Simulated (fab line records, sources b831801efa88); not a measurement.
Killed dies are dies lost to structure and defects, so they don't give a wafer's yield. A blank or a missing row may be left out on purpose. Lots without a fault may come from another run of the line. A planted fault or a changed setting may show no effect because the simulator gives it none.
Chamber matching | flow sfq_line | SFQ_TRILAYER_I0_VIA_ETCH_VIA_ETCH_034 on rie_diel-01: 4 sister chambers
The step etches SiO2 in CHF3, stops on Nb, target depth 260 nm. 14 wafers are shown with their chamber, then 7 later ones without.

WAFERS WITH THEIR CHAMBER
wafer  | chamber | oes_product_au (a.u.) | bias_w (W) | chamber_pressure_mTorr (mTorr)
L252.1 | 2       | 0.865                 | 80.35      | 30.020
L252.5 | 0       | 0.853                 | 80.45      | 30.020
L252.6 | 3       | 0.856                 | 80.25      | 29.946
L254.2 | 0       | 0.861                 | 80.14      | 29.960
L254.4 | 2       | 0.861                 | 80.03      | 29.980
L254.6 | 3       | 0.861                 | 79.77      | 30.015
L255.2 | 1       | 0.854                 | 80.55      | 30.000
L255.5 | 1       | 0.865                 | 79.68      | 30.036
L255.6 | 0       | 0.854                 | 79.90      | 30.037
L256.1 | 3       | 0.852                 | 79.75      | 29.987
L256.5 | 3       | 0.860                 | 79.87      | 30.039
L256.6 | 2       | 0.854                 | 80.15      | 30.003
L269.1 | 3       | 0.855                 | 80.04      | 30.036
L269.3 | 1       | 0.862                 | 79.95      | 29.988

SIGNATURES (means of the wafers above)
reading                | chamber 0 | chamber 1 | chamber 2 | chamber 3 | scatter within a chamber
oes_product_au         | 0.85600   | 0.86033   | 0.86000   | 0.85680   | 0.00468
bias_w                 | 80.1633   | 80.0600   | 80.1767   | 79.9360   | 0.279
chamber_pressure_mTorr | 30.00567  | 30.00800  | 30.00100  | 30.00460  | 0.0337
Rule: a wafer's distance from a chamber is the root of the sum, over the readings, of the square of ((its reading less the chamber's mean) divided by the reading's scatter). The wafer belongs to the nearest chamber; if the next one is less than 2 further off, it can't be placed. The scatter: the root of (the sum of the squares of (reading less its chamber's mean) over the shown wafers, divided by (wafers less chambers)).

WAFERS WITHOUT THEIR CHAMBER
wafer  | oes_product_au (a.u.) | bias_w (W) | chamber_pressure_mTorr (mTorr)
L269.4 | 0.862                 | 80.32      | 30.066
L272.2 | 0.860                 | 79.89      | 29.963
L272.3 | 0.853                 | 79.99      | 29.979
L272.4 | 0.851                 | 80.13      | 30.033
L274.1 | 0.851                 | 79.88      | 29.971
L274.3 | 0.857                 | 80.16      | 30.022
L274.6 | 0.860                 | 80.23      | 29.931

WHICH CHAMBER EACH WENT THROUGH
wafer  | from the rows above               | in truth
L269.4 | can't be placed: 1 or 2 or 0 or 3 | 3
L272.2 | can't be placed: 3 or 1 or 2 or 0 | 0
L272.3 | can't be placed: 3 or 0 or 2 or 1 | 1
L272.4 | can't be placed: 0 or 3 or 1 or 2 | 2
L274.1 | can't be placed: 3 or 0 or 1 or 2 | 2
L274.3 | can't be placed: 0 or 2 or 1 or 3 | 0
L274.6 | can't be placed: 2 or 1 or 0 or 3 | 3
Placed correctly: 0 of 7. Can't be placed from these rows: 7 (the true chamber is among the candidates in 7). Placed wrongly: 0.
